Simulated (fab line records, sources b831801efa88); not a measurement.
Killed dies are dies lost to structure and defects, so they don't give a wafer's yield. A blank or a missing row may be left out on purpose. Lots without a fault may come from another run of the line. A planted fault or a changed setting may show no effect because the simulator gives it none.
fab line records | flow sky130
record lots=14 wafers=42 last_day=50
route steps=708 shown POLY_GATE@204 LOCAL_INTERCONNECT@402 METAL1@440
lots that met no fault: from a run of the same line without faults
start_h: hours from the record's first day to the start of the lot's first wafer shown | wait_h: hours since the lot's step before | " the same as in the row above | L1.1+2: a row that stands for several wafers | - no value, or no start given | * or withheld: withheld | < > ~ a bound
route shown NAME@n: a module of which the file shows steps, and the number in the route of the first | usual: mean/standard deviation of fault-free wafers | same: alike in all rows | chamber/n: place in a boat | sites: the reading at each site | _std_site: their standard deviation | _edge_site: outer sites' mean less inner sites' | radius_mm: how far each site lies from the wafer's centre | mask NAME#n: copy n | behind: the tool/chamber that last shaped the wafer | hold: why the lot was held/for how many hours/how that ended | device: the transistor (n, p or np) that didn't switch | end of line: the same wafers' tests at the end of the route | a step without rows: its recipe alone | killed: dies lost to structure and defects at the first sort, not the wafer's yield | map: a wafer's dies, x killed, . not, _ none there
set.NAME: the setting as run; set.NAME@STEP: as run at that earlier step | model.NAME: the simulator's own value behind a step, which no gauge read
steps of the route over a sample of lots; a table a step, a row a wafer
services: from which hour (start_h, from the record's first day; less than 0 if before it) a tool's chamber was out of use, for how many hours, and why
## steps
# step SKY_POLY_GATE_CVD_00
# recipe material=poly-Si target_thk_nm=180 temp_c=620 time_s=720 pressure_mtorr=200
# usual spike_tc_bottom_C=641.3/1.3 spike_tc_centre_C=620.3/1 spike_tc_lower_C=621.5/1 spike_tc_upper_C=620.6/0.99 susceptor_temp_C=619.96/0.25 zone_power_bottom_pct=15.0/1.5 zone_power_lower_pct=8.93/0.2
# columns lot.wafer tool chamber start_h wait_h spike_tc_bottom_C spike_tc_centre_C spike_tc_lower_C spike_tc_upper_C susceptor_temp_C zone_power_bottom_pct zone_power_lower_pct
L144.1 lpcvd-01 1 309.87 0.0 640.1 619.0 621.8 620.5 620.20 16.2 9.09
L144.2 " 1 " " 640.7 620.7 622.3 619.7 619.73 16.1 8.93
L144.5 " 1 " " 639.3 621.2 621.3 619.8 620.35 16.3 8.95
L146.3 lpcvd-01 1 322.64 0.0 641.6 619.7 620.9 619.3 619.74 15.9 9.19
L146.5 " 1 " " 641.3 621.3 621.7 621.5 620.10 16.3 9.00
L146.6 " 1 " " 642.1 620.8 620.4 621.0 619.61 16.1 9.21
L147.2 lpcvd-01 0 340.40 0.0 642.4 619.6 621.5 619.0 620.44 13.0 8.63
L147.3 " 0 " " 643.9 620.7 619.7 620.6 620.43 12.8 8.66
L147.5 " 0 " " 642.5 619.8 620.7 621.7 619.99 13.1 8.80
L150.3 lpcvd-01 1 364.41 0.0 641.8 621.9 622.1 620.7 619.59 16.1 9.15
L150.4 " 1 " " 640.7 621.8 621.3 621.5 619.72 16.1 8.92
L150.5 " 1 " " 641.2 620.5 620.5 619.2 619.49 16.3 8.92
L151.1 lpcvd-01 0 373.35 0.0 641.5 622.4 622.1 619.9 620.07 13.0 8.69
L151.2 " 0 " " 642.7 618.7 622.8 619.2 619.67 12.9 8.87
L151.3 " 0 " " 643.5 619.7 620.0 621.3 619.52 12.9 8.62
L152.1 lpcvd-01 0 379.30 0.0 642.0 621.2 622.0 620.4 620.14 13.1 8.77
L152.3 " 0 " " 641.7 619.4 622.4 620.3 619.96 13.2 8.84
L152.5 " 0 " " 642.6 618.1 619.4 619.6 619.74 13.4 8.71
L153.4 lpcvd-01 0 385.56 0.0 642.1 622.7 621.5 619.4 619.95 13.2 8.83
L153.5 " 0 " " 643.3 620.1 622.0 620.9 619.96 13.2 8.64
L153.6 " 0 " " 641.4 619.1 618.6 622.0 619.96 13.0 8.66
L154.2 lpcvd-01 0 394.33 0.0 643.4 619.6 619.6 618.8 619.73 12.8 8.56
L154.5 " 0 " " 642.6 620.2 620.5 619.9 620.16 12.9 8.54
L154.6 " 0 " " 643.5 621.2 621.7 620.9 619.87 13.1 8.84
L155.3 lpcvd-01 1 406.32 0.0 640.3 620.4 620.8 620.9 619.79 16.2 9.00
L155.4 " 1 " " 640.0 619.4 621.0 620.7 620.25 16.0 9.00
L155.5 " 1 " " 641.8 620.2 621.9 621.5 620.18 16.2 9.01
L157.2 lpcvd-01 1 419.11 0.0 640.4 621.3 622.5 619.2 619.95 15.9 8.88
L157.3 " 1 " " 641.6 621.0 620.8 621.2 619.44 15.9 9.00
L157.5 " 1 " " 641.8 620.5 621.6 621.0 620.05 16.2 9.15
L158.3 lpcvd-01 1 424.83 0.0 641.0 619.2 622.4 622.0 619.62 15.9 9.04
L158.5 " 1 " " 641.5 619.6 622.5 620.6 619.61 15.9 9.05
L158.6 " 1 " " 638.8 620.4 620.8 621.0 620.14 15.7 9.09
L159.1 lpcvd-01 1 436.90 0.0 646.0 624.3 627.0 626.1 623.92 16.2 9.22
L159.2 " 1 " " 643.0 624.5 623.5 623.7 623.82 16.5 9.16
L159.4 " 1 " " 645.2 624.9 624.4 623.1 624.08 16.4 9.15
L160.2 lpcvd-01 1 440.21 0.0 645.4 624.2 625.3 623.2 624.03 16.2 9.07
L160.3 " 1 " " 644.3 623.1 625.5 623.4 623.77 16.1 9.18
L160.5 " 1 " " 644.3 622.8 625.1 626.4 624.07 16.1 9.21
L167.1 lpcvd-01 1 503.88 0.0 641.9 618.0 622.2 619.4 620.28 16.0 9.13
L167.3 " 1 " " 641.7 620.3 621.8 620.9 620.38 16.1 9.04
L167.4 " 1 " " 641.8 619.7 622.8 620.2 620.35 16.0 9.09
# step SKY_POLY_GATE_THK_MEAS_01
# recipe reads=poly-Si_of_POLY_GATE_CVD_00
# usual POLY_GATE_CVD_00_THK=179.7/1.9
# columns lot.wafer tool chamber start_h wait_h hold POLY_GATE_CVD_00_THK[nm]
L144.1 film_metro-03 - 311.07 0.0 - 178.4
L144.2 " - " " - 177.9
L144.5 " - " " - 178.7
L146.3 film_metro-04 - 324.46 0.0 - 174.6
L146.5 " - " " - 175.9
L146.6 " - " " - 176.5
L147.2 film_metro-01 - 341.61 0.0 - 174.3
L147.3 " - " " - 177.3
L147.5 " - " " - 176.0
L150.3 film_metro-03 - 365.63 0.0 - 178.1
L150.4 " - " " - 178.5
L150.5 " - " " - 179.0
L151.1 film_metro-01 - 375.15 0.0 - 178.9
L151.2 " - " " - 179.8
L151.3 " - " " - 179.0
L152.1 film_metro-04 - 380.52 0.0 - 180.8
L152.3 " - " " - 181.1
L152.5 " - " " - 182.3
L153.4 film_metro-04 - 386.79 0.0 - 180.9
L153.5 " - " " - 180.8
L153.6 " - " " - 180.2
L154.2 film_metro-01 - 395.54 0.0 - 177.3
L154.5 " - " " - 177.9
L154.6 " - " " - 176.8
L155.3 film_metro-01 - 407.54 0.0 - 181.0
L155.4 " - " " - 181.2
L155.5 " - " " - 179.8
L157.2 film_metro-04 - 420.32 0.0 - 182.5
L157.3 " - " " - 180.9
L157.5 " - " " - 180.7
L158.3 film_metro-03 - 426.65 0.0 - 180.3
L158.5 " - " " - 179.6
L158.6 " - " " - 178.6
L159.1 film_metro-01 - 438.10 0.0 await_dispo/0.2h/release 195.6
L159.2 " - " " await_dispo/0.2h/release 197.2
L159.4 " - " " await_dispo/0.2h/release 195.6
L159.1 film_metro-01 - 438.33 0.2 - 195.5
L159.2 " - " " - 197.5
L159.4 " - " " - 195.4
L160.2 film_metro-03 - 441.42 0.0 await_dispo/0.2h/release 195.5
L160.3 " - " " await_dispo/0.2h/release 195.3
L160.5 " - " " await_dispo/0.2h/release 196.8
L160.2 film_metro-03 - 441.68 0.2 - 195.6
L160.3 " - " " - 195.2
L160.5 " - " " - 196.7
L167.1 film_metro-03 - 505.08 0.0 - 179.9
L167.3 " - " " - 179.8
L167.4 " - " " - 179.9
# step SKY_LOCAL_INTERCONNECT_STRIP_15
# recipe chemistry=O2/N2 power_w=1400 pressure_mtorr=1500 platen_temp_c=withheld o2_flow_sccm=3000 n2_flow_sccm=300 overash_fraction=0.5
# usual chamber_pressure_mTorr=1499.9/1.3 drypump_motor_current_A=5.9/0.38 n2_flow_sccm=300.0/0.81 oes_product_au=0.426/0.0049 strip_time_to_endpoint_s=4.724/0.025
# columns lot.wafer tool chamber start_h wait_h chamber_pressure_mTorr drypump_motor_current_A n2_flow_sccm oes_product_au rf_hours_counter_h strip_time_to_endpoint_s
L144.1 plasma_asher-02 1 704.16 0.1 1501.6 5.8 299.6 0.431 86 4.744
L144.2 " 0 " " 1502.8 6.4 300.5 0.429 86 4.747
L144.5 " 0 " " 1500.9 6.4 299.9 0.421 - 4.773
L146.3 plasma_asher-04 0 720.38 0.1 1498.5 5.5 299.3 0.421 - 4.721
L146.5 " 1 " " 1501.6 5.8 299.5 0.426 - 4.707
L146.6 " 0 " " 1501.0 5.4 299.4 0.419 - 4.723
L147.2 plasma_asher-02 0 736.60 0.1 1499.0 6.4 299.2 0.433 89 4.736
L147.3 " 1 " " 1499.0 5.8 299.4 0.436 - 4.750
L147.5 " 0 " " 1498.4 6.4 300.2 0.425 - 4.724
L150.3 plasma_asher-03 0 761.57 0.1 1499.6 6.3 298.5 0.426 - 4.729
L150.4 " 1 " " 1501.4 5.4 299.9 0.422 - 4.713
L150.5 " 0 " " 1501.7 6.3 298.6 0.428 - 4.715
L151.1 plasma_asher-03 1 767.20 0.0 1498.7 5.4 299.8 0.429 2 4.746
L151.2 " 0 " " 1501.7 6.3 298.7 0.419 2 4.783
L151.3 " 0 " " 1501.1 6.2 300.0 0.432 - 4.765
L152.1 plasma_asher-02 1 774.30 0.0 1500.5 5.8 299.9 0.424 93 4.737
L152.3 " 1 " " 1499.6 5.8 300.5 0.424 - 4.743
L152.5 " 0 " " 1500.6 6.4 301.5 0.438 - 4.717
L153.4 plasma_asher-03 0 778.73 0.1 1498.4 6.3 300.1 0.423 - 4.714
L153.5 " 0 " " 1502.8 6.3 299.5 0.422 - 4.717
L153.6 " 1 " " 1499.9 5.4 300.7 0.431 - 4.758
L154.2 plasma_asher-04 0 789.00 0.0 1499.7 5.4 298.9 0.429 37 4.738
L154.5 " 0 " " 1500.5 5.5 299.1 0.419 - 4.743
L154.6 " 1 " " 1497.2 5.8 300.8 0.426 - 4.757
L155.3 plasma_asher-04 1 801.29 0.1 1499.0 5.8 300.6 0.421 - 4.709
L155.4 " 0 " " 1499.7 5.4 300.9 0.423 - 4.727
L155.5 " 0 " " 1501.4 5.4 300.0 0.430 - 4.722
L157.2 plasma_asher-04 1 806.70 0.0 1498.8 5.8 300.6 0.429 39 4.700
L157.3 " 0 " " 1499.7 5.4 301.9 0.425 - 4.687
L157.5 " 0 " " 1497.7 5.4 300.4 0.426 - 4.685
L158.3 plasma_asher-02 1 812.52 0.1 1499.5 5.8 299.8 0.422 - 4.725
L158.5 " 0 " " 1499.4 6.5 300.4 0.426 - 4.729
L158.6 " 1 " " 1498.8 5.8 300.0 0.425 - 4.727
L159.4 plasma_asher-02 0 823.28 0.1 1499.2 6.4 299.7 0.421 - 4.659
L160.3 plasma_asher-02 0 824.53 0.1 1500.0 6.4 301.6 0.427 - 4.724
L160.5 " 0 " " 1498.9 6.4 299.8 0.420 - 4.709
L167.1 plasma_asher-03 0 879.64 0.0 1499.3 6.3 299.6 0.433 13 4.732
L167.3 " 0 " " 1501.2 6.3 300.4 0.421 - 4.721
L167.4 " 1 " " 1499.7 5.4 299.8 0.429 - 4.744
# step SKY_METAL1_THK_MEAS_06
# recipe thk_meas_gauge=xrf reads=AlCu_of_METAL1_SPUTTER_02
# usual METAL1_ALCU_THK=250/3.2
# columns lot.wafer tool chamber start_h wait_h METAL1_ALCU_THK[nm]
L144.1 film_metro-03 - 734.64 0.1 252
L144.2 " - " " 250
L144.5 " - " " 251
L146.3 film_metro-03 - 750.74 0.1 254
L146.5 " - " " 248
L146.6 " - " " 252
L147.2 film_metro-02 - 766.96 0.1 248
L147.3 " - " " 251
L147.5 " - " " 247
L150.3 film_metro-02 - 791.37 0.1 247
L150.4 " - " " 251
L150.5 " - " " 250
L151.1 film_metro-02 - 796.61 0.1 248
L151.2 " - " " 245
L151.3 " - " " 248
L152.1 film_metro-02 - 803.67 0.1 253
L152.3 " - " " 251
L152.5 " - " " 251
L153.4 film_metro-03 - 807.71 0.1 249
L153.5 " - " " 249
L153.6 " - " " 246
L154.2 film_metro-02 - 817.58 0.1 251
L154.5 " - " " 250
L154.6 " - " " 246
L155.3 film_metro-02 - 829.88 0.1 247
L155.4 " - " " 247
L155.5 " - " " 250
L157.2 film_metro-03 - 835.57 0.1 251
L157.3 " - " " 250
L157.5 " - " " 248
L158.3 film_metro-03 - 841.89 0.1 245
L158.5 " - " " 250
L158.6 " - " " 247
L159.4 film_metro-02 - 852.24 0.1 249
L160.3 film_metro-01 - 853.76 0.1 247
L160.5 " - " " 244
L167.1 film_metro-03 - 908.17 0.1 257
L167.3 " - " " 253
L167.4 " - " " 253
# step SKY_METAL1_DESCUM_17
# recipe chemistry=O2 source_power_w=150 bias_power_w=0 pressure_mtorr=10 temp_c=40 time_s=8
# usual chamber_pressure_mTorr=10.000/0.009 drypump_motor_current_A=5.6/0.41 oes_product_au=1.001/0.011
# columns lot.wafer tool chamber start_h wait_h chamber_pressure_mTorr drypump_motor_current_A oes_product_au rf_hours_counter_h
L144.1 rie_metal-01 0 762.27 0.0 10.002 6.2 0.974 12
L144.2 " 1 " " 10.005 5.7 1.010 3
L144.5 " 0 " " 10.010 6.2 0.969 -
L146.3 rie_metal-01 1 777.73 0.0 10.013 5.7 1.020 -
L146.5 " 1 " " 10.008 5.7 1.025 -
L146.6 " 0 " " 9.973 6.3 0.992 -
L147.2 rie_metal-01 0 793.54 0.0 9.983 6.3 0.981 14
L147.3 " 1 " " 10.009 5.7 1.012 -
L147.5 " 0 " " 9.999 6.2 0.992 -
L150.3 rie_metal-01 0 817.50 0.0 10.010 6.3 0.987 -
L150.4 " 1 " " 10.018 5.7 1.019 -
L150.5 " 0 " " 9.998 6.3 0.985 -
L151.1 rie_metal-03 0 823.25 0.0 9.996 5.6 1.009 2
L151.2 " 1 " " 9.997 4.9 1.004 4
L151.3 " 0 " " 10.023 5.6 1.008 -
L152.1 rie_metal-01 0 830.13 0.0 10.005 6.3 0.982 15
L152.3 " 1 " " 9.996 5.7 1.011 -
L152.5 " 0 " " 9.999 6.3 0.980 -
L153.4 rie_metal-01 0 833.48 0.0 9.996 6.3 0.989 -
L153.5 " 1 " " 10.010 5.7 1.009 -
L153.6 " 0 " " 10.007 6.3 0.978 -
L154.2 rie_metal-02 0 843.93 0.0 9.994 5.1 1.003 1
L154.5 " 1 " " 10.003 5.8 1.006 -
L154.6 " 0 " " 10.020 5.1 1.012 -
L155.3 rie_metal-02 1 856.73 0.0 9.999 5.8 1.000 -
L155.4 " 0 " " 9.999 5.1 0.994 -
L155.5 " 0 " " 9.997 5.1 0.995 -
L157.2 rie_metal-02 1 861.57 0.0 10.012 5.8 1.005 4
L157.3 " 1 " " 10.012 5.8 0.997 -
L157.5 " 1 " " 10.000 5.8 0.995 -
L158.3 rie_metal-03 0 869.25 0.0 10.008 5.6 1.011 -
L158.5 " 0 " " 9.999 5.6 1.003 -
L158.6 " 0 " " 9.994 5.6 1.008 -
L159.4 rie_metal-02 1 877.84 0.0 10.007 5.8 0.998 -
L160.3 rie_metal-02 1 879.69 0.0 9.998 5.7 0.999 -
L160.5 " 0 " " 10.011 5.1 0.998 -
L167.1 rie_metal-02 0 932.47 0.0 10.009 5.0 1.000 5
L167.3 " 0 " " 10.006 5.1 1.008 -
L167.4 " 1 " " 9.988 5.8 0.991 -
## services
# columns tool chamber start_h hours kind
lpcvd-01 - 289.42 0.8 repair
plasma_asher-02 - 296.30 1.1 repair
rie_metal-01 1 304.86 11.3 repair
rie_metal-01 - 362.55 14.6 pm
plasma_asher-04 - 421.25 9.0 pm
plasma_asher-02 - 490.29 15.6 pm
plasma_asher-02 - 519.09 1.8 repair
rie_metal-01 0 527.72 12.4 repair
plasma_asher-04 - 629.81 3.6 repair
rie_metal-01 1 673.01 7.0 repair
plasma_asher-03 - 686.24 0.8 repair
plasma_asher-03 - 711.85 7.6 repair
lpcvd-01 - 722.43 0.7 repair
rie_metal-02 - 772.79 0.2 repair
rie_metal-01 - 773.01 2.9 repair
plasma_asher-02 - 797.28 6.6 repair
plasma_asher-02 - 806.55 0.7 repair
plasma_asher-02 - 814.75 4.6 repair
lpcvd-01 - 833.22 0.6 repair
plasma_asher-02 - 836.99 0.7 repair
lpcvd-01 - 839.57 2.0 repair
lpcvd-01 - 848.52 1.2 repair
rie_metal-02 - 912.61 4.3 pm
lpcvd-01 - 928.15 6.1 pm
## key
first_sign step=SKY_POLY_GATE_CVD_00 reading=susceptor_temp_C direction=up sigmas=16 usual=* struck=*
effect step=SKY_POLY_GATE_CVD_00 reading=spike_tc_upper_C direction=up sigmas=3.8 usual=620.6 struck=624.3
effect step=SKY_POLY_GATE_THK_MEAS_01 reading=visit direction=added
effect step=SKY_POLY_GATE_THK_MEAS_01 reading=POLY_GATE_CVD_00_THK direction=up sigmas=8.7 usual=179.7 struck=196.0
met_at SKY_POLY_GATE_CVD_00
struck_lots L159,L160
struck_wafers L159.1,L159.2,L159.4,L160.2,L160.3,L160.5
later_rows_left_out L159.1,L159.2,L160.2
sort_left_out L159.1,L159.2,L159.4,L160.2,L160.3,L160.5
tester_left_out L159,L160
not_acting_at SKY_LOCAL_INTERCONNECT_STRIP_15,SKY_METAL1_THK_MEAS_06,SKY_METAL1_DESCUM_17
onset_between 424.83 436.90
fault kind=process_parameter_drift tool=lpcvd-01 chamber=1 onset_h=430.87 steps=SKY_POLY_GATE_CVD_00 channel=temp_c offset=* shape=step end_h=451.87 stated=*
# tester_left_out: of these lots the tester's yield and bins aren't shown, on N5 and GAA mostly nor the transistor test; their killed dies are dies lost to structure and defects alone, not to doping, threshold or leakage, so they don't give the yield
# sort_left_out: the simulated sort isn't trusted on such a fault, so these wafers' sort isn't shown, and their yield isn't known
# later_rows_left_out: the simulator's readings of these wafers behind a module that went badly wrong aren't trusted and aren't shown, but for the sort
